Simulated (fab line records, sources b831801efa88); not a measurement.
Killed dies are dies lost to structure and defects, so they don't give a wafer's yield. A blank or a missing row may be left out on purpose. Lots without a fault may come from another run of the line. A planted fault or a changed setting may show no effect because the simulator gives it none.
fab line records | flow gf180mcu
record lots=24 wafers=72 last_day=34
route steps=602 shown M1@329 V2@386 V4@502 MIM@512 V5@556
lots that met no fault: from a run of the same line without faults
start_h: hours from the record's first day to the start of the lot's first wafer shown | wait_h: hours since the lot's step before | " the same as in the row above | L1.1+2: a row that stands for several wafers | - no value, or no start given | * or withheld: withheld | < > ~ a bound
route shown NAME@n: a module of which the file shows steps, and the number in the route of the first | usual: mean/standard deviation of fault-free wafers | same: alike in all rows | chamber/n: place in a boat | sites: the reading at each site | _std_site: their standard deviation | _edge_site: outer sites' mean less inner sites' | radius_mm: how far each site lies from the wafer's centre | mask NAME#n: copy n | behind: the tool/chamber that last shaped the wafer | hold: why the lot was held/for how many hours/how that ended | device: the transistor (n, p or np) that didn't switch | end of line: the same wafers' tests at the end of the route | a step without rows: its recipe alone | killed: dies lost to structure and defects at the first sort, not the wafer's yield | map: a wafer's dies, x killed, . not, _ none there
set.NAME: the setting as run; set.NAME@STEP: as run at that earlier step | model.NAME: the simulator's own value behind a step, which no gauge read
steps of the route over a sample of lots; a table a step, a row a wafer
services: from which hour (start_h, from the record's first day; less than 0 if before it) a tool's chamber was out of use, for how many hours, and why
## steps
# step GF_M1_CD_MEAS_14
# recipe target_cd_nm=230
# usual cd_nm=230.0/1.5
# columns lot.wafer tool chamber start_h wait_h cd_nm
L074.1 cd_sem-02 - 395.25 0.1 230.4
L074.3 " - " " 229.7
L074.5 " - " " 229.5
L075.1 cd_sem-01 - 403.25 0.1 230.9
L075.2 " - " " 228.7
L075.4 " - " " 229.3
L076.3 cd_sem-02 - 410.64 0.1 229.9
L076.5 " - " " 228.9
L076.6 " - " " 228.7
L077.1 cd_sem-01 - 418.14 0.1 231.3
L077.5 " - " " 231.3
L077.6 " - " " 230.6
L078.2 cd_sem-01 - 420.96 0.1 229.4
L078.5 " - " " 228.5
L078.6 " - " " 228.8
L079.1 cd_sem-01 - 438.29 0.1 228.4
L079.3 " - " " 229.7
L079.4 " - " " 228.7
L080.3 cd_sem-02 - 439.69 0.1 231.4
L080.4 " - " " 231.4
L080.5 " - " " 232.6
L081.1 cd_sem-01 - 452.39 0.1 230.4
L081.2 " - " " 229.9
L081.6 " - " " 230.8
L082.1 cd_sem-01 - 458.40 0.1 233.0
L082.2 " - " " 232.2
L082.3 " - " " 232.3
L083.3 cd_sem-01 - 465.74 0.1 231.9
L083.4 " - " " 232.1
L083.6 " - " " 232.6
L084.1 cd_sem-01 - 472.65 0.1 230.6
L084.2 " - " " 230.5
L084.5 " - " " 231.3
L085.2 cd_sem-01 - 483.43 0.1 231.1
L085.3 " - " " 231.5
L085.4 " - " " 231.1
L086.2 cd_sem-01 - 491.97 0.1 230.5
L086.3 " - " " 228.2
L086.5 " - " " 229.2
L087.2 cd_sem-02 - 507.95 0.1 227.0
L087.5 " - " " 228.1
L087.6 " - " " 227.4
L088.2 cd_sem-02 - 512.87 0.1 229.7
L088.3 " - " " 229.3
L088.5 " - " " 229.9
L089.4 cd_sem-01 - 521.19 0.1 230.3
L089.5 " - " " 229.0
L089.6 " - " " 230.9
L090.1 cd_sem-01 - 525.38 0.1 229.1
L090.2 " - " " 227.8
L090.3 " - " " 228.0
L091.1 cd_sem-02 - 534.90 0.1 231.8
L091.2 " - " " 231.9
L091.6 " - " " 232.5
L092.3 cd_sem-01 - 543.74 0.1 231.2
L092.4 " - " " 231.1
L092.6 " - " " 231.0
L093.3 cd_sem-01 - 551.77 0.1 228.0
L093.4 " - " " 228.9
L093.5 " - " " 228.5
L094.2 cd_sem-02 - 561.42 0.1 231.0
L094.3 " - " " 230.5
L094.5 " - " " 229.4
L095.1 cd_sem-02 - 566.10 0.1 227.8
L095.3 " - " " 228.1
L095.6 " - " " 228.6
L096.2 cd_sem-01 - 576.49 0.2 230.7
L096.3 " - " " 228.2
L096.5 " - " " 230.2
L097.2 cd_sem-01 - 577.57 0.2 227.9
L097.3 " - " " 227.8
L097.5 " - " " 227.3
# step GF_V2_CMP_04
# recipe material=SiO2 down_force_psi=4 platen_rpm=60 pad_velocity_m_s=0.94248
# usual motor_current_A=12.1/1.2 time_to_endpoint_s=80/8.4
# columns lot.wafer tool chamber start_h wait_h motor_current_A time_to_endpoint_s
L074.3 cmp-01 3 447.03 0.0 11.8 70
L074.1 " 1 " " 11.4 67
L074.5 " 3 " " 11.8 79
L075.4 cmp-01 1 456.56 0.1 11.4 77
L075.1 " 2 " " 11.5 72
L075.2 " 3 " " 12.0 74
L076.3 cmp-01 0 463.36 0.0 11.8 83
L076.5 " 0 " " 12.3 90
L076.6 " 1 " " 11.5 79
L077.1 cmp-01 3 471.34 0.1 11.6 82
L077.5 " 3 " " 11.9 89
L077.6 " 0 " " 11.6 80
L078.2 cmp-02 0 474.05 0.2 13.1 77
L078.6 " 1 " " 13.9 88
L078.5 " 2 " " 12.2 86
L079.3 cmp-02 2 491.35 0.1 11.5 77
L079.4 " 3 " " 10.8 75
L079.1 " 0 " " 13.5 70
L080.4 cmp-02 1 491.97 0.1 14.5 91
L080.3 " 2 " " 12.2 90
L080.5 " 1 " " 15.2 90
L081.1 cmp-01 0 504.21 0.1 11.6 65
L081.2 " 1 " " 11.3 66
L081.6 " 2 " " 11.1 66
L082.2 cmp-01 2 510.22 0.0 11.6 77
L082.3 " 0 " " 11.6 80
L082.1 " 1 " " 11.3 83
L083.4 cmp-02 1 516.94 0.1 14.7 92
L083.3 " 3 " " 11.1 80
L083.6 " 0 " " 13.4 79
L084.1 cmp-01 2 524.63 0.1 10.9 71
L084.2 " 3 " " 11.5 70
L084.5 " 2 " " 11.1 72
L085.3 cmp-02 3 534.77 0.1 10.8 68
L085.4 " 0 " " 12.9 86
L085.2 " 1 " " 13.3 84
L086.3 cmp-02 0 543.20 0.1 12.5 71
L086.2 " 2 " " 11.9 84
L086.5 " 0 " " 13.8 84
L087.2 cmp-01 0 557.96 0.1 11.4 76
L087.6 " 3 " " 11.9 77
L087.5 " 0 " " 11.8 82
L088.2 cmp-02 0 562.30 0.0 13.6 90
L088.3 " 2 " " 11.3 90
L088.5 " 1 " " 14.3 101
L089.4 cmp-02 2 570.17 0.2 11.7 102
L089.5 " 2 " " 11.6 99
L089.6 " 3 " " 10.8 87
L090.2 cmp-02 0 576.12 1.4 13.2 81
L090.1 " 1 " " 14.0 90
L090.3 " 3 " " 10.9 80
L091.1 cmp-02 1 583.43 0.1 14.4 90
L091.2 " 0 " " 13.0 75
L091.6 " 1 " " 14.5 90
L092.4 cmp-02 0 591.83 0.0 14.1 76
L092.3 " 2 " " 11.8 79
L092.6 " 1 " " 14.9 87
L093.3 cmp-01 1 599.83 0.0 11.3 67
L093.4 " 0 " " 11.8 79
L093.5 " 2 " " 10.9 81
L094.2 cmp-01 0 608.27 0.0 12.0 90
L094.3 " 2 " " 11.3 85
L094.5 " 0 " " 12.1 86
L095.3 cmp-01 1 613.11 0.0 11.3 72
L095.1 " 3 " " 12.3 77
L095.6 " 2 " " 11.2 74
L096.3 cmp-01 1 622.31 0.0 11.7 70
L096.2 " 3 " " 11.0 82
L096.5 " 1 " " 11.7 72
L097.3 cmp-02 0 624.09 0.1 12.4 69
L097.2 " 2 " " 11.9 79
L097.5 " 0 " " 12.7 83
# step GF_V4_CMP_26
# recipe stop_on=SiO2 down_force_psi=3.5 platen_rpm=60 t_overpolish_s=15 target_thk_nm=0 pad_velocity_m_s=0.94248
# usual motor_current_A=11.1/1 overpolish_run_s=14.999/0.0091 time_to_endpoint_s=84/5
# columns lot.wafer tool chamber start_h wait_h motor_current_A overpolish_run_s time_to_endpoint_s
L074.1 cmp-01 0 576.04 3.1 10.8 15.004 88
L074.3 " 1 " " 10.6 14.993 78
L074.5 " 2 " " 10.0 14.985 77
L075.2 cmp-02 0 578.73 0.1 12.0 15.009 81
L075.4 " 1 " " 12.4 14.997 94
L075.1 " 2 " " 11.2 14.998 91
L076.3 cmp-01 0 585.52 0.1 11.3 14.999 85
L076.5 " 2 " " 10.2 14.991 77
L076.6 " 3 " " 10.4 14.996 81
L077.1 cmp-01 1 592.71 0.1 10.3 15.023 80
L077.6 " 0 " " 10.4 14.997 88
L077.5 " 1 " " 11.0 15.005 80
L078.2 cmp-02 0 594.73 0.1 11.9 14.999 84
L078.6 " 2 " " 10.6 15.009 89
L078.5 " 3 " " 9.8 15.000 87
L080.3 cmp-02 1 609.19 0.1 13.3 14.991 88
L080.4 " 2 " " 11.0 14.998 89
L080.5 " 1 " " 13.1 14.993 88
L079.4 cmp-02 1 609.86 0.0 13.4 14.982 94
L079.1 " 2 " " 10.8 15.007 87
L079.3 " 3 " " 10.1 14.994 84
L081.1 cmp-01 2 622.61 0.1 10.7 15.007 76
L081.2 " 3 " " 11.2 14.999 79
L081.6 " 3 " " 11.0 15.009 83
L082.2 cmp-02 1 627.34 0.0 13.2 15.003 93
L082.3 " 2 " " 11.3 14.996 88
L082.1 " 3 " " 9.7 14.998 81
L083.3 cmp-02 0 631.19 0.0 11.8 14.996 82
L083.4 " 3 " " 10.3 14.996 82
L083.6 " 0 " " 11.5 14.996 82
L084.1 cmp-01 0 642.11 0.1 11.3 14.990 83
L084.2 " 2 " " 10.2 14.995 78
L084.5 " 3 " " 10.8 14.992 79
L085.3 cmp-01 1 646.94 0.1 10.6 14.992 73
L085.2 " 2 " " 10.7 15.002 75
L085.4 " 3 " " 11.3 14.993 77
L086.3 cmp-02 2 656.33 0.0 10.9 14.992 89
L086.2 " 0 " " 12.0 14.998 81
L086.5 " 2 " " 10.7 15.013 90
L087.2 cmp-02 3 667.36 0.1 10.3 14.993 86
L087.5 " 3 " " 9.9 14.992 87
L087.6 " 0 " " 11.7 15.000 81
L088.3 cmp-02 1 672.11 0.0 12.6 14.984 89
L088.2 " 0 " " 11.4 15.008 81
L088.5 " 2 " " 10.9 15.012 85
L089.4 cmp-01 2 679.95 0.1 9.9 14.991 81
L089.5 " 1 " " 11.5 15.002 85
L089.6 " 2 " " 10.5 15.019 81
L090.3 cmp-02 1 684.36 0.0 12.8 15.007 90
L090.1 " 2 " " 11.3 14.997 89
L090.2 " 3 " " 10.4 14.991 78
L091.2 cmp-02 3 690.91 0.0 9.9 14.995 83
L091.1 " 1 " " 12.5 15.030 95
L091.6 " 0 " " 12.0 15.012 80
L092.3 cmp-02 3 698.31 0.0 10.8 15.004 83
L092.4 " 2 " " 10.7 14.990 92
L092.6 " 3 " " 9.6 15.005 86
L093.3 cmp-01 2 706.20 0.0 10.0 14.991 80
L093.4 " 3 " " 10.5 15.002 80
L093.5 " 2 " " 10.1 15.005 80
L094.2 cmp-02 3 714.23 0.1 10.5 14.991 86
L094.3 " 1 " " 13.4 15.019 88
L094.5 " 2 " " 10.5 14.984 92
L095.3 cmp-01 1 717.46 0.1 10.4 15.002 78
L095.1 " 3 " " 10.6 14.991 85
L095.6 " 0 " " 10.9 14.999 83
L096.3 cmp-02 0 725.64 0.1 12.6 15.002 81
L096.2 " 2 " " 11.1 15.003 90
L096.5 " 0 " " 12.2 15.008 85
L097.2 cmp-01 0 728.03 0.1 11.1 14.989 91
L097.3 " 2 " " 10.5 15.000 81
L097.5 " 0 " " 10.4 14.974 89
# step GF_MIM_SPUTTER_09
# recipe material=TiN target_thk_nm=35 power_w=6500 time_s=29.2 chamber_pressure_pa=0.4
# usual cathode_dc_power_W=6500.0/1.2 throttle_valve_pct=30.2/0.99
# columns lot.wafer tool chamber start_h wait_h cathode_dc_power_W throttle_valve_pct
L074.1 pvd_sputter-01 - 576.62 0.0 6499.7 30.5
L074.3 " - " " 6500.5 30.8
L074.5 " - " " 6499.2 29.7
L075.1 pvd_sputter-01 - 579.37 0.0 6500.9 29.5
L075.2 " - " " 6500.6 30.6
L075.4 " - " " 6501.7 29.5
L076.3 pvd_sputter-04 - 586.10 0.0 6501.1 28.7
L076.5 " - " " 6498.3 30.6
L076.6 " - " " 6497.7 29.0
L077.1 pvd_sputter-03 - 593.34 0.0 6500.9 28.2
L077.5 " - " " 6499.4 30.4
L077.6 " - " " 6501.2 31.3
L078.2 pvd_sputter-03 - 595.31 0.0 6500.1 31.3
L078.5 " - " " 6497.2 31.4
L078.6 " - " " 6499.5 30.3
L080.3 pvd_sputter-03 - 609.82 0.0 6501.4 31.4
L080.4 " - " " 6500.2 29.5
L080.5 " - " " 6500.8 29.5
L079.1 pvd_sputter-03 - 610.56 0.0 6500.7 31.2
L079.3 " - " " 6497.2 29.7
L079.4 " - " " 6500.6 28.5
L081.1 pvd_sputter-01 - 623.29 0.0 6501.5 30.6
L081.2 " - " " 6501.2 29.6
L081.6 " - " " 6499.6 29.6
L082.1 pvd_sputter-01 - 628.02 0.0 6498.6 29.4
L082.2 " - " " 6499.4 29.4
L082.3 " - " " 6500.0 30.6
L083.3 pvd_sputter-04 - 631.87 0.0 6498.5 30.4
L083.4 " - " " 6500.0 28.8
L083.6 " - " " 6496.6 30.6
L084.1 pvd_sputter-01 - 642.74 0.0 6500.8 30.4
L084.2 " - " " 6499.3 29.7
L084.5 " - " " 6500.8 30.6
L085.2 pvd_sputter-01 - 647.57 0.0 6501.1 29.5
L085.3 " - " " 6501.8 30.5
L085.4 " - " " 6499.8 29.7
L086.2 pvd_sputter-03 - 657.02 0.0 6499.8 29.7
L086.3 " - " " 6500.6 31.6
L086.5 " - " " 6498.6 30.6
L087.2 pvd_sputter-01 - 668.04 0.0 6500.4 30.6
L087.5 " - " " 6498.9 29.7
L087.6 " - " " 6502.1 30.5
L088.2 pvd_sputter-01 - 672.79 0.0 6500.3 30.7
L088.3 " - " " 6501.1 30.3
L088.5 " - " " 6500.2 29.4
L089.4 pvd_sputter-03 - 680.60 0.0 6500.5 28.3
L089.5 " - " " 6498.0 31.4
L089.6 " - " " 6499.0 30.9
L090.1 pvd_sputter-01 - 685.04 0.0 6499.5 29.8
L090.2 " - " " 6498.2 30.7
L090.3 " - " " 6500.8 30.5
L091.1 pvd_sputter-03 - 691.59 0.0 6498.2 30.7
L091.2 " - " " 6499.7 31.4
L091.6 " - " " 6499.2 29.5
L092.3 pvd_sputter-04 - 699.01 0.0 6502.6 29.9
L092.4 " - " " 6500.9 28.8
L092.6 " - " " 6499.9 29.9
L093.3 pvd_sputter-03 - 706.88 0.0 6500.3 30.4
L093.4 " - " " 6498.2 29.7
L093.5 " - " " 6502.2 28.2
L094.2 pvd_sputter-04 - 714.86 0.0 6500.5 30.5
L094.3 " - " " 6501.0 32.5
L094.5 " - " " 6499.9 29.8
L095.1 pvd_sputter-04 - 718.09 0.0 6500.6 28.6
L095.3 " - " " 6498.9 30.0
L095.6 " - " " 6500.0 32.8
L096.2 pvd_sputter-01 - 726.27 0.0 6499.7 29.6
L096.3 " - " " 6498.5 30.4
L096.5 " - " " 6501.3 29.7
L097.2 pvd_sputter-03 - 728.66 0.0 6499.4 31.3
L097.3 " - " " 6500.1 29.8
L097.5 " - " " 6502.0 29.5
# step GF_MIM_METAL_ETCH_19
# recipe chemistry=Cl2/BCl3 mask_material=NOVOLAK stop_on=Si3N4 target_depth_nm=324.5 pressure_mtorr=8 icp_w=800 bias_w=140 Cl2_flow_sccm=80 bcl3_flow_sccm=40 time_s=54.1
# usual drypump_motor_current_A=5.7/0.39 oes_product_au=0.944/0.0067 throttle_valve_pct=28.282/0.011
# columns lot.wafer tool chamber start_h wait_h drypump_motor_current_A oes_product_au rf_hours_counter_h throttle_valve_pct
L074.1 rie_metal-01 0 597.43 0.1 5.4 0.949 2 28.282
L074.3 " 1 " " 6.5 0.946 - 28.270
L074.5 " 1 " " 6.5 0.943 - 28.297
L075.1 rie_metal-04 1 600.60 0.1 5.4 0.943 4 28.298
L075.2 " 0 " " 5.9 0.942 1 28.294
L075.4 " 1 " " 5.4 0.938 - 28.298
L076.3 rie_metal-04 0 607.27 0.1 5.9 0.947 - 28.286
L076.5 " 1 " " 5.4 0.946 - 28.282
L076.6 " 0 " " 5.9 0.947 - 28.303
L077.1 rie_metal-01 0 613.58 0.1 5.4 0.948 2 28.289
L077.5 " 1 " " 6.5 0.936 - 28.295
L077.6 " 0 " " 5.4 0.944 - 28.291
L078.2 rie_metal-04 1 615.35 0.1 5.4 0.953 4 28.266
L078.5 " 1 " " 5.4 0.954 - 28.262
L078.6 " 0 " " 5.9 0.940 - 28.292
L080.3 rie_metal-01 0 630.37 0.1 5.4 0.944 - 28.275
L080.4 " 1 " " 6.5 0.944 - 28.278
L080.5 " 1 " " 6.5 0.936 - 28.290
L079.1 rie_metal-02 0 631.19 0.1 6.0 0.953 5 28.289
L079.3 " 1 " " 5.6 0.935 - 28.279
L079.4 " 0 " " 6.0 0.952 - 28.268
L081.1 rie_metal-04 0 643.54 0.1 5.9 0.950 2 28.288
L081.2 " 1 " " 5.4 0.939 5 28.286
L081.6 " 1 " " 5.4 0.942 - 28.295
L082.1 rie_metal-04 0 648.10 0.1 5.9 0.945 2 28.306
L082.2 " 1 " " 5.4 0.949 5 28.276
L082.3 " 1 " " 5.4 0.939 - 28.274
L083.3 rie_metal-04 0 651.77 0.1 5.9 0.954 - 28.282
L083.4 " 1 " " 5.4 0.951 - 28.271
L083.6 " 0 " " 5.9 0.948 - 28.266
L084.1 rie_metal-01 0 662.34 0.1 5.4 0.934 5 28.276
L084.2 " 0 " " 5.4 0.944 - 28.289
L084.5 " 0 " " 5.4 0.943 - 28.300
L085.2 rie_metal-01 0 666.97 0.1 5.4 0.940 - 28.282
L085.3 " 0 " " 5.4 0.948 - 28.273
L085.4 " 0 " " 5.4 0.939 - 28.275
L086.2 rie_metal-01 0 675.85 0.1 5.4 0.947 6 28.279
L086.3 " 0 " " 5.4 0.959 - 28.264
L086.5 " 0 " " 5.4 0.945 - 28.286
L087.2 rie_metal-02 0 687.44 0.1 6.0 0.927 8 28.274
L087.5 " 1 " " 5.6 0.946 - 28.285
L087.6 " 0 " " 6.1 0.937 - 28.279
L088.2 rie_metal-01 0 692.45 0.1 5.4 0.942 6 28.279
L088.3 " 0 " " 5.4 0.944 - 28.285
L088.5 " 1 " " 6.5 0.949 - 28.270
L089.4 rie_metal-04 0 699.02 0.1 5.9 0.952 - 28.276
L089.5 " 0 " " 5.9 0.940 - 28.267
L089.6 " 1 " " 5.4 0.939 - 28.290
L090.1 rie_metal-04 1 703.20 0.1 5.4 0.938 7 28.283
L090.2 " 0 " " 5.9 0.942 5 28.291
L090.3 " 0 " " 5.9 0.934 - 28.277
L091.1 rie_metal-04 0 709.60 0.1 5.9 0.931 5 28.292
L091.2 " 1 " " 5.4 0.944 8 28.289
L091.6 " 0 " " 5.9 0.946 - 28.299
L092.3 rie_metal-02 1 716.52 0.1 5.6 0.940 - 28.288
L092.4 " 0 " " 6.0 0.945 - 28.273
L092.6 " 0 " " 6.0 0.935 - 28.293
L093.3 rie_metal-02 0 724.17 0.1 6.0 0.935 - 28.294
L093.4 " 1 " " 5.6 0.940 - 28.298
L093.5 " 0 " " 6.0 0.956 - 28.263
L094.2 rie_metal-04 1 732.33 0.1 5.4 0.951 9 28.257
L094.3 " 0 " " 5.9 0.939 - 28.296
L094.5 " 1 " " 5.4 0.945 - 28.289
L095.1 rie_metal-01 1 735.48 0.1 6.5 0.949 3 28.288
L095.3 " 1 " " 6.5 0.942 - 28.281
L095.6 " 0 " " 5.4 0.944 - 28.269
L096.2 rie_metal-01 1 742.98 0.1 6.5 0.951 3 28.285
L096.3 " 1 " " 6.5 0.948 - 28.264
L096.5 " 0 " " 5.4 0.962 - 28.265
L097.2 rie_metal-04 1 745.75 0.1 5.4 0.952 9 28.291
L097.3 " 0 " " 5.9 0.949 - 28.279
L097.5 " 1 " " 5.4 0.944 - 28.274
# step GF_V5_ETCH_16
# recipe chemistry=N2/H2 target_depth_a=withheld overetch_a=withheld time_s=withheld target=BARC ion_energy_ev=200 source_w=500 bias_w=100 pressure_mtorr=30 n2_flow_sccm=100 h2_flow_sccm=200
# usual drypump_motor_current_A=5.7/0.48 oes_product_au=0.855/0.0045 throttle_valve_pct=13.226/0.0089
# columns lot.wafer tool chamber start_h wait_h drypump_motor_current_A oes_product_au throttle_valve_pct
L074.1 rie_diel-03 3 639.21 0.0 4.9 0.853 13.225
L074.3 " 1 " " 6.6 0.861 13.222
L074.5 " 2 " " 5.9 0.847 13.235
L075.1 rie_diel-03 1 642.98 0.0 6.6 0.857 13.215
L075.2 " 0 " " 6.0 0.848 13.240
L075.4 " 3 " " 4.9 0.863 13.238
L076.3 rie_diel-03 0 649.36 0.0 6.0 0.860 13.245
L076.5 " 1 " " 6.6 0.854 13.212
L076.6 " 0 " " 6.0 0.861 13.224
L077.1 rie_diel-02 2 656.39 0.0 5.7 0.849 13.236
L077.5 " 2 " " 5.8 0.847 13.235
L077.6 " 1 " " 5.5 0.851 13.226
L078.2 rie_diel-04 2 657.46 0.0 5.9 0.856 13.229
L078.5 " 2 " " 5.9 0.855 13.233
L078.6 " 3 " " 5.7 0.858 13.228
L080.3 rie_diel-03 1 671.92 0.0 6.6 0.868 13.227
L080.4 " 2 " " 5.9 0.862 13.220
L080.5 " 3 " " 4.9 0.860 13.247
L079.1 rie_diel-04 3 672.89 0.0 5.7 0.850 13.224
L079.3 " 1 " " 5.3 0.854 13.233
L079.4 " 0 " " 5.8 0.860 13.214
L081.1 rie_diel-02 0 684.27 0.0 5.0 0.860 13.221
L081.2 " 3 " " 5.9 0.853 13.227
L081.6 " 3 " " 5.9 0.849 13.233
L082.1 rie_diel-03 2 689.39 0.0 5.9 0.851 13.222
L082.2 " 0 " " 6.0 0.851 13.230
L082.3 " 1 " " 6.6 0.850 13.242
L083.3 rie_diel-03 3 692.84 0.0 4.9 0.859 13.238
L083.4 " 1 " " 6.6 0.858 13.198
L083.6 " 0 " " 6.0 0.854 13.214
L084.1 rie_diel-03 2 702.71 0.0 5.8 0.851 13.228
L084.2 " 0 " " 6.0 0.852 13.213
L084.5 " 0 " " 6.0 0.857 13.217
L085.2 rie_diel-04 2 707.47 0.0 5.9 0.854 13.211
L085.3 " 3 " " 5.8 0.851 13.228
L085.4 " 0 " " 5.8 0.858 13.225
L086.2 rie_diel-02 3 714.52 0.0 5.9 0.852 13.220
L086.3 " 1 " " 5.6 0.857 13.224
L086.5 " 3 " " 5.9 0.853 13.216
L087.2 rie_diel-02 1 725.22 0.0 5.5 0.850 13.236
L087.5 " 0 " " 5.0 0.853 13.240
L087.6 " 3 " " 5.9 0.852 13.235
L088.2 rie_diel-02 0 729.87 0.0 5.0 0.853 13.221
L088.3 " 3 " " 5.9 0.853 13.228
L088.5 " 0 " " 5.0 0.858 13.229
L089.4 rie_diel-04 2 738.46 0.0 5.9 0.862 13.232
L089.5 " 0 " " 5.8 0.852 13.212
L089.6 " 3 " " 5.7 0.849 13.231
L090.1 rie_diel-04 1 740.19 0.0 5.3 0.853 13.224
L090.2 " 0 " " 5.9 0.860 13.225
L090.3 " 3 " " 5.7 0.856 13.225
L091.1 rie_diel-02 0 746.58 0.0 5.0 0.854 13.237
L091.2 " 1 " " 5.5 0.856 13.233
L091.6 " 3 " " 5.9 0.859 13.229
L092.3 rie_diel-02 3 753.85 0.0 5.9 0.857 13.229
L092.4 " 1 " " 5.6 0.857 13.238
L092.6 " 0 " " 5.0 0.855 13.232
L093.3 rie_diel-02 0 760.84 0.0 5.0 0.848 13.228
L093.4 " 0 " " 5.0 0.850 13.222
L093.5 " 1 " " 5.5 0.853 13.231
L094.2 rie_diel-03 2 767.79 0.0 5.9 0.858 13.226
L094.3 " 0 " " 6.0 0.856 13.225
L094.5 " 3 " " 4.9 0.859 13.230
L095.1 rie_diel-04 0 770.22 0.0 5.9 0.865 13.211
L095.3 " 1 " " 5.4 0.861 13.212
L095.6 " 3 " " 5.8 0.855 13.224
L096.2 rie_diel-02 0 777.95 0.0 5.0 0.855 13.230
L096.3 " 1 " " 5.6 0.848 13.225
L096.5 " 3 " " 5.9 0.852 13.238
L097.2 rie_diel-03 2 779.79 0.0 5.9 0.862 13.215
L097.3 " 3 " " 4.9 0.855 13.222
L097.5 " 2 " " 5.9 0.861 13.221
## services
# columns tool chamber start_h hours kind
pvd_sputter-01 - 425.82 1.4 repair
cmp-02 - 434.73 0.6 repair
rie_diel-03 - 441.33 0.9 repair
rie_diel-02 1 479.15 3.3 repair
rie_metal-04 - 479.72 2.8 pm
cmp-01 - 480.30 3.4 repair
cmp-01 - 496.20 2.6 repair
cmp-01 - 501.42 0.2 repair
rie_diel-02 1 502.68 2.3 repair
rie_metal-04 1 535.88 4.4 repair
pvd_sputter-03 - 549.36 12.6 repair
rie_diel-02 2 554.23 17.2 repair
cmp-01 - 562.78 12.6 pm
cmp-02 - 572.12 4.0 pm
rie_metal-04 0 590.24 2.1 repair
pvd_sputter-01 - 596.47 1.9 repair
cmp-01 - 602.08 0.4 repair
cmp-02 - 612.42 5.3 pm
cmp-02 - 624.60 1.0 repair
cmp-01 - 635.02 0.8 repair
cmp-01 - 635.28 3.7 repair
cmp-02 - 720.74 0.9 repair
cmp-01 - 744.23 4.0 pm
pvd_sputter-01 - 757.54 1.7 repair
## key
fault none
